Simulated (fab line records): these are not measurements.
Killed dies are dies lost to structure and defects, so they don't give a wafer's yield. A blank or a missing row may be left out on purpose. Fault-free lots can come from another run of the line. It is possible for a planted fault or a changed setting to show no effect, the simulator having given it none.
fab line records	flow gf180mcu
record: lots: 24	wafers: 72	last-day: 34
route steps=602 shown V3@450 V4@498 MIM@523 V5@555 PASSIVATION@589
lots that met no fault: from a run of the same line without faults
start-h: hours from the record's first day to the start of the lot's first wafer shown	wait-h: hours from the lot's prior step to this one	" as in the row above	L1.1+2: one row covering several wafers at once	- either no value or no given start	* or withheld: withheld	< > ~ a bound
route shown NAME@n: names a module that has steps shown in the file, with the first one's number in the route	usual: mean and standard deviation over wafers with no fault	same: alike in all rows	chamber/n: place in a boat	sites: each site's reading	_std_site: standard deviation of those values	_edge_site: outer sites' mean less inner sites'	radius-mm: how far each site lies from the wafer's centre	mask NAME#n: copy n	behind: the most recent tool/chamber to have shaped the wafer	hold: why the lot went on hold/how many hours it stayed there/how the hold came to an end	device: which transistor (n, p or np) failed to switch	end of line: the same wafers' tests at the end of the route	a step without rows: its recipe alone	killed: dies that structure and defects cost at the first sort, which is not the same as the wafer's yield	map: the dies of a wafer, with x for killed, . for not killed, _ for no die there
set.NAME: the run value of the setting; set.NAME@STEP: its run value at that earlier step	model.NAME: the simulator's own value behind a step, which no gauge read
a sample of lots followed through the steps of the route, with each step as a table and each wafer as a row
services: from which hour (start-h, from the record's first day; less than 0 if before it) a tool's chamber was out of use, for how many hours, and why
== steps ==
step: GF_V3_SPUTTER_21
recipe: material: Ti	target-thk-nm: 15	chamber-pressure-pa: 5	power-w: 2500	substrate-temp-c: 200	time-s: 80.02
usual: cathode-dc-power-W: 2500.0/0.48	throttle-valve-pct: 30.2/1.3
same: time-s: 80.02
lot.wafer	tool	chamber	start-h	wait-h	cathode-dc-power-W	throttle-valve-pct
L074.2	pvd-sputter-02	-	513.14	0.0	2501.0	31.5
L074.3	"	-	"	"	2500.1	33.0
L074.4	"	-	"	"	2499.4	33.1
L075.3	pvd-sputter-03	-	523.93	0.0	2500.6	31.5
L075.5	"	-	"	"	2499.8	31.7
L075.6	"	-	"	"	2499.5	29.3
L076.2	pvd-sputter-03	-	530.89	0.0	2499.8	28.6
L076.3	"	-	"	"	2499.8	29.6
L076.4	"	-	"	"	2498.7	31.6
L077.3	pvd-sputter-03	-	539.50	0.0	2499.7	31.6
L077.4	"	-	"	"	2499.7	28.5
L077.6	"	-	"	"	2499.6	31.3
L078.2	pvd-sputter-03	-	545.53	0.0	2499.8	29.4
L078.3	"	-	"	"	2499.3	31.9
L078.6	"	-	"	"	2499.5	28.3
L079.1	pvd-sputter-03	-	548.48	0.0	2499.9	31.6
L079.3	"	-	"	"	2500.4	31.5
L079.4	"	-	"	"	2499.5	29.3
L080.1	pvd-sputter-03	-	560.63	0.0	2499.7	29.1
L080.2	"	-	"	"	2500.7	31.5
L080.3	"	-	"	"	2500.2	31.5
L081.1	pvd-sputter-01	-	567.85	0.0	2499.3	29.6
L081.3	"	-	"	"	2500.1	29.4
L081.4	"	-	"	"	2500.9	29.6
L082.2	pvd-sputter-03	-	576.96	0.0	2500.0	31.1
L082.3	"	-	"	"	2500.1	28.1
L082.6	"	-	"	"	2499.7	31.6
L083.1	pvd-sputter-03	-	590.93	0.0	2500.3	31.2
L083.3	"	-	"	"	2499.7	31.6
L083.6	"	-	"	"	2500.8	31.6
L084.2	pvd-sputter-02	-	597.54	0.0	2499.5	32.7
L084.4	"	-	"	"	2500.4	31.4
L084.5	"	-	"	"	2500.7	31.2
L085.3	pvd-sputter-02	-	604.39	0.0	2500.4	31.3
L085.5	"	-	"	"	2499.4	29.5
L085.6	"	-	"	"	2499.9	31.1
L086.1	pvd-sputter-03	-	615.75	0.0	2500.7	31.6
L086.2	"	-	"	"	2499.5	28.3
L086.5	"	-	"	"	2500.4	29.8
L087.3	pvd-sputter-03	-	621.27	0.0	2499.9	31.6
L087.4	"	-	"	"	2500.0	28.3
L087.5	"	-	"	"	2499.4	28.3
L088.2	pvd-sputter-03	-	624.35	0.0	2499.7	31.3
L088.3	"	-	"	"	2499.6	29.2
L088.6	"	-	"	"	2500.6	28.2
L089.2	pvd-sputter-03	-	633.74	0.0	2500.0	29.6
L089.3	"	-	"	"	2500.4	28.2
L089.6	"	-	"	"	2499.8	29.6
L090.1	pvd-sputter-03	-	645.10	0.0	2499.5	31.3
L090.4	"	-	"	"	2499.6	31.8
L090.5	"	-	"	"	2499.5	31.5
L091.1	pvd-sputter-02	-	646.58	0.0	2500.8	33.0
L091.2	"	-	"	"	2499.2	31.0
L091.3	"	-	"	"	2500.0	29.7
L092.1	pvd-sputter-01	-	654.13	0.0	2500.5	29.4
L092.3	"	-	"	"	2499.5	29.3
L092.4	"	-	"	"	2500.0	30.9
L093.1	pvd-sputter-01	-	661.00	0.0	2499.5	29.3
L093.2	"	-	"	"	2500.2	29.7
L093.6	"	-	"	"	2499.6	29.5
L094.1	pvd-sputter-01	-	672.73	0.0	2499.6	29.4
L094.2	"	-	"	"	2500.3	29.4
L094.6	"	-	"	"	2500.5	29.3
L095.1	pvd-sputter-03	-	691.17	0.0	2500.3	31.7
L095.2	"	-	"	"	2499.8	31.6
L095.3	"	-	"	"	2499.8	28.6
L096.1	pvd-sputter-01	-	691.89	0.0	2499.5	29.4
L096.2	"	-	"	"	2500.2	30.6
L096.4	"	-	"	"	2500.4	29.1
L097.1	pvd-sputter-03	-	703.70	0.0	2500.2	31.6
L097.3	"	-	"	"	2499.5	29.6
L097.4	"	-	"	"	2499.8	28.2
step: GF_V4_SPUTTER_22
recipe: material: TiN	target-thk-nm: 10	chamber-pressure-pa: 5	power-w: 4000	time-s: 40
usual: cathode-dc-power-W: 4000.0/0.81	throttle-valve-pct: 29.8/1.1
same: time-s: 40
lot.wafer	tool	chamber	start-h	wait-h	cathode-dc-power-W	throttle-valve-pct
L074.2	pvd-sputter-04	-	561.36	0.0	3999.5	29.8
L074.3	"	-	"	"	4000.9	28.6
L074.4	"	-	"	"	4001.2	29.8
L075.3	pvd-sputter-03	-	571.59	0.0	4001.1	31.5
L075.5	"	-	"	"	4000.5	31.3
L075.6	"	-	"	"	3999.9	29.2
L076.2	pvd-sputter-04	-	578.43	0.0	4000.1	28.7
L076.3	"	-	"	"	3999.2	29.9
L076.4	"	-	"	"	3998.3	28.9
L077.3	pvd-sputter-03	-	586.57	0.0	4000.5	31.5
L077.4	"	-	"	"	3998.8	29.6
L077.6	"	-	"	"	3998.6	31.4
L078.2	pvd-sputter-03	-	592.18	0.0	3998.7	31.5
L078.3	"	-	"	"	4001.0	29.2
L078.6	"	-	"	"	3999.3	31.6
L079.1	pvd-sputter-03	-	593.59	0.0	3999.5	31.5
L079.3	"	-	"	"	4001.6	31.6
L079.4	"	-	"	"	4001.0	28.5
L080.1	pvd-sputter-01	-	605.86	0.0	3999.9	29.4
L080.2	"	-	"	"	4000.0	29.1
L080.3	"	-	"	"	3999.4	29.2
L081.1	pvd-sputter-03	-	613.48	0.0	3999.8	31.5
L081.3	"	-	"	"	3999.6	29.5
L081.4	"	-	"	"	4000.8	31.5
L082.2	pvd-sputter-03	-	622.66	0.0	3999.0	28.1
L082.3	"	-	"	"	3999.5	31.7
L082.6	"	-	"	"	3999.6	31.4
L083.1	pvd-sputter-01	-	634.78	0.0	4000.7	31.0
L083.3	"	-	"	"	4000.7	29.6
L083.6	"	-	"	"	3999.2	30.8
L084.2	pvd-sputter-03	-	642.10	0.0	4000.4	31.7
L084.4	"	-	"	"	3997.9	28.5
L084.5	"	-	"	"	4000.6	29.6
L085.3	pvd-sputter-01	-	649.09	0.0	4000.1	30.7
L085.5	"	-	"	"	3999.9	29.3
L085.6	"	-	"	"	3999.4	29.5
L086.1	pvd-sputter-04	-	659.46	0.0	3998.9	28.9
L086.2	"	-	"	"	4000.5	28.8
L086.5	"	-	"	"	4001.1	29.8
L087.3	pvd-sputter-03	-	664.78	0.0	4000.0	29.4
L087.4	"	-	"	"	3999.4	31.4
L087.5	"	-	"	"	4000.2	28.1
L088.2	pvd-sputter-03	-	666.99	0.0	4000.3	31.8
L088.3	"	-	"	"	4000.5	29.4
L088.6	"	-	"	"	4000.0	29.6
L089.2	pvd-sputter-04	-	675.36	0.0	3999.4	29.9
L089.3	"	-	"	"	3999.4	28.7
L089.6	"	-	"	"	3999.1	28.7
L090.1	pvd-sputter-01	-	687.08	0.0	4000.0	29.6
L090.4	"	-	"	"	3999.6	30.7
L090.5	"	-	"	"	3999.7	30.7
L091.1	pvd-sputter-04	-	688.82	0.0	3998.3	29.8
L091.2	"	-	"	"	4000.4	29.3
L091.3	"	-	"	"	4001.0	29.1
L092.1	pvd-sputter-03	-	694.73	0.0	4000.6	31.5
L092.3	"	-	"	"	4000.1	31.7
L092.4	"	-	"	"	3999.4	28.1
L093.1	pvd-sputter-04	-	701.97	0.0	4001.3	29.0
L093.2	"	-	"	"	4001.3	29.7
L093.6	"	-	"	"	4000.3	29.8
L094.1	pvd-sputter-03	-	712.96	0.0	4000.8	28.4
L094.2	"	-	"	"	4000.2	31.5
L094.6	"	-	"	"	4000.4	31.5
L095.1	pvd-sputter-01	-	730.24	0.0	4000.7	30.4
L095.2	"	-	"	"	4001.0	29.1
L095.3	"	-	"	"	4000.7	29.2
L096.1	pvd-sputter-04	-	730.83	0.0	4000.0	29.8
L096.2	"	-	"	"	4000.9	28.8
L096.4	"	-	"	"	3999.5	28.7
L097.1	pvd-sputter-04	-	741.35	0.0	4001.2	28.7
L097.3	"	-	"	"	4001.5	30.1
L097.4	"	-	"	"	3999.4	29.7
step: GF_MIM_STRIP_20
recipe: chemistry: O2/N2	power-w: 1400	pressure-mtorr: 1500	platen-temp-c: 250	o2-flow-sccm: 3000	n2-flow-sccm: 300	overash-fraction: 0.5
usual: drypump-motor-current-A: 5.7/0.36	heater-power-w: 339/31	oes-product-au: 0.692/0.0049	strip-time-to-endpoint-s: 11.22/0.041
lot.wafer	tool	chamber	start-h	wait-h	drypump-motor-current-A	heater-power-w	oes-product-au	rf-hours-counter-h	strip-time-to-endpoint-s
L074.2	plasma-asher-04	1	584.04	0.0	6.2	291	0.695	96	11.21
L074.3	"	1	"	"	6.3	287	0.691	-	11.21
L074.4	"	0	"	"	5.6	345	0.687	-	11.18
L075.3	plasma-asher-02	1	593.87	0.1	5.5	371	0.687	-	11.21
L075.5	"	0	"	"	5.8	368	0.687	-	11.29
L075.6	"	1	"	"	5.5	361	0.697	-	11.23
L076.2	plasma-asher-02	0	600.73	0.0	5.8	375	0.698	17	11.28
L076.3	"	0	"	"	5.8	374	0.703	-	11.23
L076.4	"	1	"	"	5.5	361	0.696	-	11.22
L077.3	plasma-asher-02	0	607.95	0.1	5.8	375	0.690	-	11.19
L077.4	"	1	"	"	5.5	360	0.686	-	11.20
L077.6	"	1	"	"	5.5	369	0.690	-	11.20
L078.2	plasma-asher-04	0	615.05	0.1	5.6	340	0.698	100	11.25
L078.3	"	1	"	"	6.2	286	0.687	-	11.26
L078.6	"	0	"	"	5.6	351	0.695	-	11.27
L079.1	plasma-asher-02	0	615.69	0.0	5.8	368	0.675	19	11.20
L079.3	"	0	"	"	5.8	382	0.689	-	11.20
L079.4	"	1	"	"	5.5	364	0.688	-	11.13
L080.1	plasma-asher-01	0	627.53	0.0	5.6	313	0.683	87	11.18
L080.2	"	1	"	"	5.0	327	0.696	87	11.15
L080.3	"	0	"	"	5.6	309	0.692	-	11.18
L081.1	plasma-asher-04	0	634.27	0.0	5.6	349	0.690	103	11.25
L081.3	"	1	"	"	6.2	282	0.695	-	11.25
L081.4	"	0	"	"	5.6	345	0.698	-	11.32
L082.2	plasma-asher-02	0	643.72	0.0	5.8	368	0.691	22	11.28
L082.3	"	0	"	"	5.8	378	0.693	-	11.27
L082.6	"	0	"	"	5.8	377	0.694	-	11.25
L083.1	plasma-asher-01	1	655.53	0.0	5.0	339	0.693	90	11.26
L083.3	"	0	"	"	5.6	305	0.698	-	11.23
L083.6	"	1	"	"	4.9	337	0.684	-	11.19
L084.2	plasma-asher-02	0	662.80	0.1	5.8	375	0.697	24	11.21
L084.4	"	0	"	"	5.8	378	0.697	-	11.24
L084.5	"	0	"	"	5.8	371	0.699	-	11.19
L085.3	plasma-asher-02	1	669.79	0.1	5.5	364	0.693	-	11.18
L085.5	"	0	"	"	5.8	369	0.688	-	11.20
L085.6	"	1	"	"	5.5	362	0.682	-	11.22
L086.1	plasma-asher-01	1	679.60	0.1	5.0	339	0.689	93	11.19
L086.2	"	0	"	"	5.6	309	0.680	93	11.16
L086.5	"	1	"	"	5.0	333	0.690	-	11.23
L087.3	plasma-asher-04	1	685.07	0.1	6.2	294	0.690	-	11.27
L087.4	"	0	"	"	5.6	348	0.688	-	11.24
L087.5	"	0	"	"	5.6	349	0.688	-	11.20
L088.2	plasma-asher-02	1	686.69	0.0	5.5	352	0.691	26	11.19
L088.3	"	1	"	"	5.5	373	0.696	-	11.21
L088.6	"	0	"	"	5.8	373	0.695	-	11.18
L089.2	plasma-asher-04	0	695.59	0.0	5.6	368	0.689	109	11.29
L089.3	"	0	"	"	5.6	355	0.698	-	11.21
L089.6	"	1	"	"	6.2	289	0.689	-	11.21
L090.1	plasma-asher-02	0	706.59	0.0	5.8	380	0.689	28	11.15
L090.4	"	1	"	"	5.5	356	0.689	-	11.19
L090.5	"	1	"	"	5.5	360	0.683	-	11.19
L091.1	plasma-asher-04	1	708.19	0.0	6.2	287	0.689	111	11.17
L091.2	"	0	"	"	5.6	356	0.687	111	11.16
L091.3	"	0	"	"	5.6	352	0.687	-	11.15
L092.1	plasma-asher-01	0	714.08	0.0	5.6	304	0.691	96	11.24
L092.3	"	0	"	"	5.6	301	0.692	-	11.26
L092.4	"	1	"	"	5.0	344	0.694	-	11.25
L093.1	plasma-asher-04	1	719.83	0.0	6.2	281	0.691	112	11.21
L093.2	"	0	"	"	5.6	353	0.695	112	11.20
L093.6	"	1	"	"	6.2	287	0.688	-	11.15
L094.1	plasma-asher-04	0	731.22	0.0	5.6	352	0.699	113	11.31
L094.2	"	1	"	"	6.2	295	0.703	113	11.30
L094.6	"	1	"	"	6.2	297	0.698	-	11.31
L095.1	plasma-asher-01	0	748.48	0.0	5.6	301	0.694	100	11.23
L095.2	"	1	"	"	5.0	342	0.689	100	11.16
L095.3	"	0	"	"	5.6	305	0.685	-	11.16
L096.1	plasma-asher-01	0	749.34	0.0	5.6	308	0.698	100	11.26
L096.2	"	1	"	"	5.0	344	0.690	100	11.24
L096.4	"	0	"	"	5.6	308	0.698	-	11.23
L097.1	plasma-asher-04	1	758.83	0.0	6.2	299	0.688	2	11.19
L097.3	"	1	"	"	6.2	296	0.697	-	11.23
L097.4	"	0	"	"	5.6	371	0.689	-	11.22
step: GF_V5_OVL_MEAS_15
usual: V5_OVL: 2/6.5
lot.wafer	tool	chamber	start-h	wait-h	V5_OVL[nm]
L074.2	overlay-01	-	628.37	0.1	7
L074.3	"	-	"	"	10
L074.4	"	-	"	"	9
L075.3	overlay-01	-	637.55	0.1	-2
L075.5	"	-	"	"	0
L075.6	"	-	"	"	1
L076.2	overlay-02	-	644.13	0.1	-5
L076.3	"	-	"	"	-7
L076.4	"	-	"	"	-4
L077.3	overlay-02	-	650.73	0.1	13
L077.4	"	-	"	"	14
L077.6	"	-	"	"	7
L078.2	overlay-02	-	657.82	0.1	1
L078.3	"	-	"	"	5
L078.6	"	-	"	"	6
L079.1	overlay-01	-	658.23	0.1	-3
L079.3	"	-	"	"	-2
L079.4	"	-	"	"	-7
L080.1	overlay-02	-	668.54	0.1	8
L080.2	"	-	"	"	11
L080.3	"	-	"	"	11
L081.1	overlay-02	-	675.27	0.1	11
L081.3	"	-	"	"	8
L081.4	"	-	"	"	13
L082.2	overlay-01	-	683.83	0.1	0
L082.3	"	-	"	"	-3
L082.6	"	-	"	"	-1
L083.1	overlay-02	-	695.52	0.1	-1
L083.3	"	-	"	"	-2
L083.6	"	-	"	"	1
L084.2	overlay-01	-	702.52	0.1	4
L084.4	"	-	"	"	5
L084.5	"	-	"	"	3
L085.3	overlay-02	-	708.60	0.1	-15
L085.5	"	-	"	"	-10
L085.6	"	-	"	"	-7
L086.1	overlay-01	-	718.57	0.1	2
L086.2	"	-	"	"	8
L086.5	"	-	"	"	2
L087.3	overlay-02	-	722.90	0.1	-5
L087.4	"	-	"	"	-7
L087.5	"	-	"	"	-8
L088.2	overlay-02	-	724.83	0.1	0
L088.3	"	-	"	"	0
L088.6	"	-	"	"	1
L089.2	overlay-02	-	733.19	0.1	11
L089.3	"	-	"	"	8
L089.6	"	-	"	"	12
L090.1	overlay-02	-	743.04	0.1	11
L090.4	"	-	"	"	6
L090.5	"	-	"	"	8
L091.1	overlay-02	-	745.24	0.1	-4
L091.2	"	-	"	"	0
L091.3	"	-	"	"	-5
L092.1	overlay-01	-	750.41	0.1	-5
L092.3	"	-	"	"	2
L092.4	"	-	"	"	-6
L093.1	overlay-02	-	755.27	0.1	-6
L093.2	"	-	"	"	0
L093.6	"	-	"	"	-6
L094.1	overlay-02	-	767.07	0.1	5
L094.2	"	-	"	"	0
L094.6	"	-	"	"	2
L095.1	overlay-01	-	781.71	0.1	12
L095.2	"	-	"	"	5
L095.3	"	-	"	"	8
L096.1	overlay-02	-	783.52	0.1	-6
L096.2	"	-	"	"	-9
L096.4	"	-	"	"	-3
L097.1	overlay-01	-	792.27	0.1	4
L097.3	"	-	"	"	6
L097.4	"	-	"	"	9
step: GF_V5_ETCH_16
recipe: chemistry: N2/H2	target-depth-a: withheld	overetch-a: withheld	time-s: withheld	target: BARC	ion-energy-ev: 200	source-w: 500	bias-w: 100	pressure-mtorr: 30	n2-flow-sccm: 100	h2-flow-sccm: 200
usual: drypump-motor-current-A: 5.6/0.55	oes-product-au: 0.854/0.0048	throttle-valve-pct: 13.226/0.0085
lot.wafer	tool	chamber	start-h	wait-h	drypump-motor-current-A	oes-product-au	throttle-valve-pct
L074.2	rie-diel-03	2	628.40	0.0	5.6	0.855	13.238
L074.3	"	1	"	"	5.5	0.860	13.217
L074.4	"	3	"	"	5.7	0.858	13.239
L075.3	rie-diel-03	0	637.57	0.0	4.8	0.854	13.224
L075.5	"	0	"	"	4.8	0.851	13.228
L075.6	"	1	"	"	5.5	0.861	13.227
L076.2	rie-diel-04	3	644.16	0.0	5.4	0.861	13.221
L076.3	"	1	"	"	5.7	0.845	13.218
L076.4	"	2	"	"	6.2	0.849	13.221
L077.3	rie-diel-01	3	650.76	0.0	6.5	0.856	13.227
L077.4	"	1	"	"	4.7	0.855	13.224
L077.6	"	3	"	"	6.4	0.853	13.221
L078.2	rie-diel-01	0	657.85	0.0	5.3	0.853	13.228
L078.3	"	2	"	"	6.2	0.859	13.220
L078.6	"	1	"	"	4.7	0.850	13.233
L079.1	rie-diel-03	3	658.26	0.0	5.7	0.858	13.233
L079.3	"	2	"	"	5.6	0.857	13.204
L079.4	"	0	"	"	4.8	0.856	13.224
L080.1	rie-diel-04	2	668.57	0.0	6.2	0.852	13.243
L080.2	"	0	"	"	5.8	0.854	13.229
L080.3	"	1	"	"	5.7	0.854	13.229
L081.1	rie-diel-03	2	675.30	0.0	5.6	0.851	13.235
L081.3	"	3	"	"	5.7	0.857	13.231
L081.4	"	0	"	"	4.8	0.847	13.226
L082.2	rie-diel-01	1	683.86	0.0	4.7	0.847	13.232
L082.3	"	3	"	"	6.4	0.859	13.220
L082.6	"	1	"	"	4.7	0.850	13.238
L083.1	rie-diel-03	1	695.56	0.0	5.5	0.854	13.235
L083.3	"	3	"	"	5.7	0.856	13.238
L083.6	"	2	"	"	5.6	0.851	13.227
L084.2	rie-diel-01	0	702.55	0.0	5.4	0.862	13.230
L084.4	"	3	"	"	6.5	0.850	13.219
L084.5	"	0	"	"	5.3	0.861	13.225
L085.3	rie-diel-04	0	708.62	0.0	5.8	0.848	13.223
L085.5	"	0	"	"	5.8	0.856	13.231
L085.6	"	3	"	"	5.5	0.865	13.226
L086.1	rie-diel-01	3	718.61	0.0	6.5	0.854	13.235
L086.2	"	2	"	"	6.3	0.851	13.227
L086.5	"	0	"	"	5.3	0.856	13.226
L087.3	rie-diel-04	2	722.92	0.0	6.2	0.851	13.228
L087.4	"	1	"	"	5.7	0.848	13.227
L087.5	"	2	"	"	6.2	0.848	13.217
L088.2	rie-diel-03	3	724.86	0.0	5.7	0.855	13.217
L088.3	"	0	"	"	4.8	0.858	13.228
L088.6	"	0	"	"	4.8	0.860	13.234
L089.2	rie-diel-01	3	733.22	0.0	6.4	0.862	13.228
L089.3	"	0	"	"	5.3	0.856	13.241
L089.6	"	3	"	"	6.5	0.857	13.222
L090.1	rie-diel-04	1	743.07	0.0	5.7	0.864	13.225
L090.4	"	3	"	"	5.4	0.853	13.214
L090.5	"	0	"	"	5.7	0.862	13.212
L091.1	rie-diel-01	1	745.27	0.0	4.7	0.852	13.226
L091.2	"	3	"	"	6.5	0.846	13.228
L091.3	"	0	"	"	5.3	0.855	13.223
L092.1	rie-diel-04	3	750.45	0.0	5.4	0.859	13.242
L092.3	"	1	"	"	5.7	0.862	13.223
L092.4	"	2	"	"	6.2	0.846	13.226
L093.1	rie-diel-04	0	755.31	0.0	5.8	0.848	13.217
L093.2	"	3	"	"	5.4	0.848	13.217
L093.6	"	1	"	"	5.7	0.848	13.218
L094.1	rie-diel-01	3	767.11	0.0	6.5	0.851	13.214
L094.2	"	0	"	"	5.3	0.851	13.219
L094.6	"	0	"	"	5.3	0.847	13.227
L095.1	rie-diel-01	2	781.75	0.0	6.2	0.863	13.239
L095.2	"	0	"	"	5.3	0.852	13.245
L095.3	"	3	"	"	6.5	0.855	13.213
L096.1	rie-diel-01	2	783.56	0.0	6.2	0.859	13.232
L096.2	"	0	"	"	5.3	0.851	13.219
L096.4	"	1	"	"	4.7	0.854	13.247
L097.1	rie-diel-03	2	792.31	0.0	5.6	0.863	13.236
L097.3	"	1	"	"	5.4	0.855	13.225
L097.4	"	0	"	"	4.8	0.852	13.221
step: GF_PASSIVATION_CVD_02
recipe: material: Si3N4	target-thk-nm: 700	time-s: 486.18	temp-c: 400	rf-w: 450
usual: heater-power-w: 687/69
same: time-s: 486.18
lot.wafer	tool	chamber	start-h	wait-h	heater-power-w
L074.2	pecvd-02	2	651.33	0.0	580
L074.3	"	1	"	"	725
L074.4	"	0	"	"	621
L075.3	pecvd-04	1	659.84	0.0	628
L075.5	"	0	"	"	616
L075.6	"	2	"	"	735
L076.2	pecvd-04	0	666.00	0.0	607
L076.3	"	1	"	"	668
L076.4	"	0	"	"	628
L077.3	pecvd-04	0	673.04	0.0	646
L077.4	"	1	"	"	730
L077.6	"	0	"	"	527
L078.2	pecvd-03	1	679.84	0.0	724
L078.3	"	0	"	"	726
L078.6	"	0	"	"	756
L079.1	pecvd-04	2	680.05	0.1	758
L079.3	"	0	"	"	597
L079.4	"	0	"	"	642
L080.1	pecvd-04	1	690.71	0.1	787
L080.2	"	0	"	"	641
L080.3	"	2	"	"	681
L081.1	pecvd-04	1	696.71	0.1	746
L081.3	"	0	"	"	640
L081.4	"	1	"	"	734
L082.2	pecvd-03	1	704.63	0.0	652
L082.3	"	0	"	"	733
L082.6	"	2	"	"	769
L083.1	pecvd-03	2	716.60	0.1	793
L083.3	"	1	"	"	617
L083.6	"	1	"	"	637
L084.2	pecvd-04	1	722.35	0.0	759
L084.4	"	0	"	"	633
L084.5	"	1	"	"	768
L085.3	pecvd-04	0	728.23	0.0	554
L085.5	"	2	"	"	680
L085.6	"	0	"	"	604
L086.1	pecvd-03	2	739.06	0.1	787
L086.2	"	0	"	"	672
L086.5	"	1	"	"	690
L087.3	pecvd-04	1	742.39	0.0	782
L087.4	"	1	"	"	622
L087.5	"	2	"	"	736
L088.2	pecvd-03	2	744.31	0.0	829
L088.3	"	1	"	"	683
L088.6	"	2	"	"	702
L089.2	pecvd-04	0	753.35	0.0	628
L089.3	"	1	"	"	720
L089.6	"	1	"	"	716
L090.1	pecvd-03	0	762.14	0.1	735
L090.4	"	2	"	"	774
L090.5	"	0	"	"	729
L091.1	pecvd-03	2	763.77	0.1	775
L091.2	"	0	"	"	726
L091.3	"	1	"	"	654
L092.1	pecvd-04	2	769.85	0.1	634
L092.3	"	0	"	"	610
L092.4	"	2	"	"	690
L093.1	pecvd-04	2	774.90	0.1	637
L093.2	"	1	"	"	781
L093.6	"	0	"	"	605
L094.1	pecvd-03	2	785.32	0.1	768
L094.2	"	0	"	"	737
L094.6	"	1	"	"	728
L095.1	pecvd-02	0	799.25	0.1	656
L095.2	"	2	"	"	665
L095.3	"	1	"	"	756
L096.1	pecvd-03	1	800.85	0.1	652
L096.2	"	2	"	"	865
L096.4	"	2	"	"	686
L097.1	pecvd-02	0	809.66	0.1	602
L097.3	"	1	"	"	599
L097.4	"	0	"	"	651
== services ==
tool	chamber	start-h	hours	kind
pecvd-04	-	498.84	1.8	repair
pecvd-03	1	504.17	6.5	repair
plasma-asher-02	-	504.47	0.9	repair
pecvd-04	2	527.32	12.0	repair
pvd-sputter-01	-	534.14	18.9	repair
rie-diel-01	3	564.13	2.8	repair
pecvd-04	0	578.04	9.6	repair
pecvd-04	-	578.12	0.8	repair
rie-diel-01	2	581.21	27.9	repair
pvd-sputter-03	-	583.97	1.8	repair
pecvd-03	-	591.12	14.0	pm
pecvd-04	-	595.07	0.6	repair
rie-diel-01	3	605.32	4.4	repair
pecvd-03	-	608.03	0.5	repair
rie-diel-01	-	631.31	2.8	pm
rie-diel-01	0	667.21	15.3	repair
pvd-sputter-01	-	673.01	0.9	repair
pvd-sputter-01	-	701.21	8.5	repair
pvd-sputter-01	-	709.45	4.6	repair
pvd-sputter-03	-	727.97	8.1	repair
pecvd-04	-	740.92	1.4	repair
rie-diel-01	3	770.52	5.9	repair
rie-diel-01	0	793.66	3.3	repair
pvd-sputter-03	-	802.94	3.4	repair
== key ==
fault none
